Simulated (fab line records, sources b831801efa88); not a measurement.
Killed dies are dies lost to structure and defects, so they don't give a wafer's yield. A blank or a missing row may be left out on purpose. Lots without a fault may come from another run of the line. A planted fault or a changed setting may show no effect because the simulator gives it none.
Which tool did it? | flow sky130 | 12 lots, 36 wafers sampled, at 3 steps of a route of 708

WHAT THE GAUGES READ, wafer by wafer
SKY_POLY_CUT_CD_MEAS_08: target cd 270 nm. Usual: cd_nm 269.8 nm, standard deviation 1.4.
lot  | measured     | on        | cd_nm (nm)        | flag
L776 | day 24 08:39 | cd_sem-01 | 269.0 268.6 270.3 |
L777 | day 24 08:06 | cd_sem-01 | 270.1 270.2 269.8 |
L778 | day 24 22:05 | cd_sem-02 | 267.4 266.8 269.2 |
L779 | day 25 05:15 | cd_sem-02 | 268.8 269.0 269.8 |
L785 | day 27 11:31 | cd_sem-01 | 266.9 267.9 268.5 |
L787 | day 28 05:06 | cd_sem-02 | 271.7 271.4 271.3 |
L797 | day 31 16:09 | cd_sem-02 | 269.0 270.4 271.4 |
L798 | day 31 22:46 | cd_sem-02 | 269.4 268.6 269.3 |
L799 | day 32 09:41 | cd_sem-02 | 271.2 273.1 272.3 |

WHICH TOOL RAN EACH LOT (tool, then ch and the chambers of the sampled wafers, then the start)
lot  | SKY_SONOS_ONO_STRIP_17               | SKY_SPACER_ETCHBACK_02
L776 | plasma_asher-04 ch 0,1, day 12 20:03 | rie_diel-04 ch 2,3, day 23 02:28
L777 | plasma_asher-01 ch 0,1, day 12 20:16 | rie_diel-03 ch 0,2,3, day 23 01:16
L778 | plasma_asher-01 ch 0,1, day 13 06:32 | rie_diel-03 ch 0,2, day 23 15:25
L779 | plasma_asher-04 ch 0,1, day 13 11:22 | rie_diel-04 ch 1,2, day 23 23:11
L785 | plasma_asher-04 ch 0,1, day 15 12:25 | rie_diel-01 ch 0,3, day 26 05:46
L787 | plasma_asher-01 ch 0,1, day 16 08:22 | rie_diel-01 ch 1,2,3, day 27 00:14
L789 | plasma_asher-04 ch 0,1, day 16 18:42 | rie_diel-04 ch 0,1,2, day 27 10:47
L788 | plasma_asher-01 ch 0,1, day 17 07:16 | rie_diel-03 ch 0,1,3, day 28 00:25
L790 | plasma_asher-04 ch 0,1, day 17 13:11 | rie_diel-03 ch 1,2,3, day 28 02:28
L797 | plasma_asher-04 ch 0, day 20 02:44   | rie_diel-01 ch 0,2,3, day 30 12:40
L798 | plasma_asher-01 ch 0,1, day 20 07:29 | rie_diel-03 ch 0,2,3, day 30 19:23
L799 | plasma_asher-01 ch 0,1, day 20 23:11 | rie_diel-03 ch 2,3, day 31 06:17
- SKY_SONOS_ONO_STRIP_17: strips in O2/N2.
- SKY_SPACER_ETCHBACK_02: etches Si3N4 in CH3F/O2, stops on SiO2, time 46.7 s, target depth 45 nm.

WHAT THE TOOLS THEMSELVES READ (means of the sampled wafers that have a number; where no wafer has one, the mark that the record gives instead)
SKY_SONOS_ONO_STRIP_17. Usual: drypump_motor_current_A 5.49 A, standard deviation 0.2; oes_product_au 0.709 a.u., standard deviation 0.0046; strip_time_to_endpoint_s 14.09 s, standard deviation 0.042.
lot  | tool            | drypump_motor_current_A (A) | oes_product_au (a.u.) | strip_time_to_endpoint_s (s) | flag
L776 | plasma_asher-04 | 5.60                        | 0.706                 | 14.13                        |
L777 | plasma_asher-01 | 5.31                        | 0.706                 | 14.10                        |
L778 | plasma_asher-01 | 5.30                        | 0.710                 | 14.12                        |
L779 | plasma_asher-04 | 5.50                        | 0.710                 | 14.08                        |
L785 | plasma_asher-04 | 5.59                        | 0.707                 | 14.11                        |
L787 | plasma_asher-01 | 5.31                        | 0.712                 | 14.06                        |
L789 | plasma_asher-04 | 5.58                        | 0.709                 | 14.09                        |
L788 | plasma_asher-01 | 5.40                        | 0.712                 | 14.13                        |
L790 | plasma_asher-04 | 5.60                        | 0.715                 | 14.05                        |
L797 | plasma_asher-04 | 5.71                        | 0.709                 | 13.99                        |
L798 | plasma_asher-01 | 5.33                        | 0.708                 | 14.06                        |
L799 | plasma_asher-01 | 5.39                        | 0.709                 | 14.06                        |

SKY_SPACER_ETCHBACK_02. Usual: O2_flow_sccm 30.01 sccm, standard deviation 0.095; bias_w 79.97 W, standard deviation 0.23; drypump_motor_current_A 5.5 A, standard deviation 0.44; oes_product_au 0.855 a.u., standard deviation 0.006; rf_fwd_power_W 395.4 W, standard deviation 1.4; throttle_valve_pct 10.563 %, standard deviation 0.0086.
lot  | tool        | O2_flow_sccm (sccm) | bias_w (W) | drypump_motor_current_A (A) | oes_product_au (a.u.) | rf_fwd_power_W (W) | throttle_valve_pct (%) | flag
L776 | rie_diel-04 | 30.09               | 79.84      | 5.3                         | 0.850                 | 394.8              | 10.566                 |
L777 | rie_diel-03 | 29.92               | 80.15      | 5.2                         | 0.852                 | 395.7              | 10.558                 |
L778 | rie_diel-03 | 30.03               | 80.06      | 5.1                         | 0.859                 | 396.4              | 10.564                 |
L779 | rie_diel-04 | 29.96               | 80.24      | 5.7                         | 0.855                 | 394.6              | 10.556                 |
L785 | rie_diel-01 | 29.98               | 79.81      | 5.7                         | 0.858                 | 396.7              | 10.566                 |
L787 | rie_diel-01 | 29.94               | 79.79      | 6.2                         | 0.851                 | 396.7              | 10.570                 |
L789 | rie_diel-04 | -                   | -          | -                           | -                     | -                  | -                      | OFF
L788 | rie_diel-03 | -                   | -          | -                           | -                     | -                  | -                      | OFF
L790 | rie_diel-03 | -                   | -          | -                           | -                     | -                  | -                      | OFF
L797 | rie_diel-01 | 30.10               | 80.01      | 6.0                         | 0.856                 | 395.7              | 10.555                 |
L798 | rie_diel-03 | 30.05               | 80.03      | 5.2                         | 0.845                 | 396.1              | 10.566                 |
L799 | rie_diel-03 | 30.08               | 79.80      | 5.2                         | 0.849                 | 397.3              | 10.568                 |

THE ANSWER, worked out from the rows above alone
Rule: a lot is off if the mean of its wafers that have a number lies more than 3 standard deviations from the usual mean. A lot without any number at a reading at which 4 lots or more have one is off too. The other lots that the step has rows for count as sound. The gauges are gone through in route order, then the tools' own readings, and for those a lot's mean is taken as printed above. The first step at which some lot is off is used, and at that step the reading that is off furthest; a lot without a number counts as furthest.
Off: L789, L788, L790, at SKY_SPACER_ETCHBACK_02 (O2_flow_sccm). Without a number there: L789, L788, L790.
A tool fits if, at that step or a process step before it, it ran every lot that is off, and no sound lot after the first of them. None of those tried fits.

WHAT THE SIMULATOR HAD PUT IN
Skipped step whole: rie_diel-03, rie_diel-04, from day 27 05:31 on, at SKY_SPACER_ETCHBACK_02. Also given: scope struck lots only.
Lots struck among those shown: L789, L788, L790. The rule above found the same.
